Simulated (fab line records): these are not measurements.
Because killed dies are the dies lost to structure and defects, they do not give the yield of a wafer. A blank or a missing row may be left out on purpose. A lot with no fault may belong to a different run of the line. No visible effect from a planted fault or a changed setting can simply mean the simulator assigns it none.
Which tool was responsible?    flow sky130    36 wafers from 12 lots sampled at 3 of the route's 708 steps

## WHAT EACH GAUGE READ, for each wafer
SKY_LDD_N_OVL_MEAS_07.
lot   measured      on          LDD_N_OVL (nm)
L718  day 17 14:25  overlay-01  1.4 -1.7 0.4
L720  day 18 12:58  overlay-02  0.7 -2.3 -0.9
L722  day 19 06:52  overlay-02  0.2 0.0 0.5
L723  day 19 13:07  overlay-02  -2.9 -2.3 -0.6
L724  day 19 21:11  overlay-02  1.2 2.5 0.6
L726  day 20 11:17  overlay-01  -1.0 1.2 0.3
L728  day 21 10:24  overlay-01  1.4 0.6 0.8
L729  day 21 21:46  overlay-02  1.7 -3.7 -0.4
L730  day 22 04:45  overlay-01  -1.2 -1.2 -1.1
L735  day 23 22:16  overlay-02  0.1 0.2 1.0
L736  day 24 01:01  overlay-01  0.3 -1.8 -0.2
L741  day 26 07:09  overlay-02  1.2 0.2 0.4

SKY_LDD_LDN_TW_MEAS_13.
lot   measured      on            LDD_LDN_TW
L718  day 22 18:03  filmMetro-04  1498 1502 1501
L720  day 23 16:23  filmMetro-04  1505 1496 1486
L722  day 24 09:01  filmMetro-03  1493 1491 1484
L723  day 24 18:43  filmMetro-04  1504 1501 1498
L724  day 24 23:05  filmMetro-04  1499 1502 1500
L726  day 25 11:25  filmMetro-02  1488 1493 1491
L728  day 26 11:04  filmMetro-04  1503 1502 1500
L729  day 26 22:28  filmMetro-03  1493 1498 1494
L730  day 27 05:27  filmMetro-03  1485 1490 1488
L735  day 28 18:11  filmMetro-03  1449 1461 1449
L736  day 28 21:28  filmMetro-03  1452 1451 1452
L741  day 30 23:10  filmMetro-02  1487 1487 1476

## TOOL THAT RAN EACH LOT (tool first, then ch and the chambers of the sampled wafers, then the start)
lot   SKY_LDD_LDN_IMPLANT_08
L718  implanter-04 ch 0, day 22 17:21
L720  implanter-01 ch 0, day 23 15:42
L722  implanter-04 ch 0, day 24 08:19
L723  implanter-01 ch 0, day 24 18:02
L724  implanter-04 ch 0, day 24 22:24
L726  implanter-04 ch 0, day 25 10:44
L728  implanter-04 ch 0, day 26 10:24
L729  implanter-04 ch 0, day 26 21:46
L730  implanter-04 ch 0, day 27 04:47
L735  implanter-04 ch 0, day 28 17:29
L736  implanter-04 ch 0, day 28 20:46
L741  implanter-01 ch 0, day 30 22:29
- SKY_LDD_LDN_IMPLANT_08

## WHAT THE TOOLS THEMSELVES READ (means of the sampled wafers that have a number; where no wafer has one, the mark that the record gives instead)
SKY_LDD_LDN_IMPLANT_08.
lot   tool          doseIonsCm2  faradayCurrentUA
L718  implanter-04  1.25e+13     69.5
L720  implanter-01  1.25e+13     71.8
L722  implanter-04  1.25e+13     72.6
L723  implanter-01  1.25e+13     70.0
L724  implanter-04  1.25e+13     69.5
L726  implanter-04  1.25e+13     69.8
L728  implanter-04  1.25e+13     69.9
L729  implanter-04  1.25e+13     71.2
L730  implanter-04  1.25e+13     70.3
L735  implanter-04  8.54e+12     48.3
L736  implanter-04  8.52e+12     48.0
L741  implanter-01  1.25e+13     70.1

## THE ANSWER, worked out from the rows above alone
Rule: the lots themselves supply what counts as usual. Put in order of their means at a reading, lots are off if they are a third of the lots or fewer, leave a main group of 4 or more, and stand apart from it by a gap of 3 or more times the standard deviation of the main group's means; of several such gaps the widest counts. Not used: any main group whose means are identical at the precision the tables above print for the reading. A lot without any number at a reading at which 4 lots or more have one is off too. All remaining lots with rows at the step are treated as sound. Order of review: gauges by route order, followed by the tools' own readings, for which a lot's mean as printed above is used. At the first step where some lot is off, the reading lying furthest off is the one used; lots without a number count as furthest.
Off: L735, L736, at SKY_LDD_LDN_TW_MEAS_13 (LDD_LDN_TW). The main group has a mean of 1494 with a standard deviation of 6.1.
A tool fits if, at a process step before that reading, it ran every lot that is off, and no sound lot after the first of them. The gauges at SKY_LDD_LDN_TW_MEAS_13 aren't tried: what is off there is off at SKY_LDD_LDN_IMPLANT_08 too, on other tools, and a gauge's error can't cause that. One fits: SKY_LDD_LDN_IMPLANT_08 on implanter-04. A fault onset in the window from L730 (day 27 04:47, its last sound lot) to L735 (day 28 17:29, its first lot off) fits.
The tool's own readings at SKY_LDD_LDN_IMPLANT_08 bear it out: on the lots that are off they differ by more than 5 times the standard deviation of the sound lots' means. doseIonsCm2 reads 8.53e+12 there against 1.25e+13 on the sound lots; faradayCurrentUA reads 48.1 there against 70.5 on the sound lots.

## WHAT THE SIMULATOR PUT IN
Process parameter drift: implanter-04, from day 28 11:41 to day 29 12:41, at SKY_LDD_LDN_IMPLANT_08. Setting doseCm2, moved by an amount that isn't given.
Lots struck among those shown: L735, L736. Same finding as the rule above.
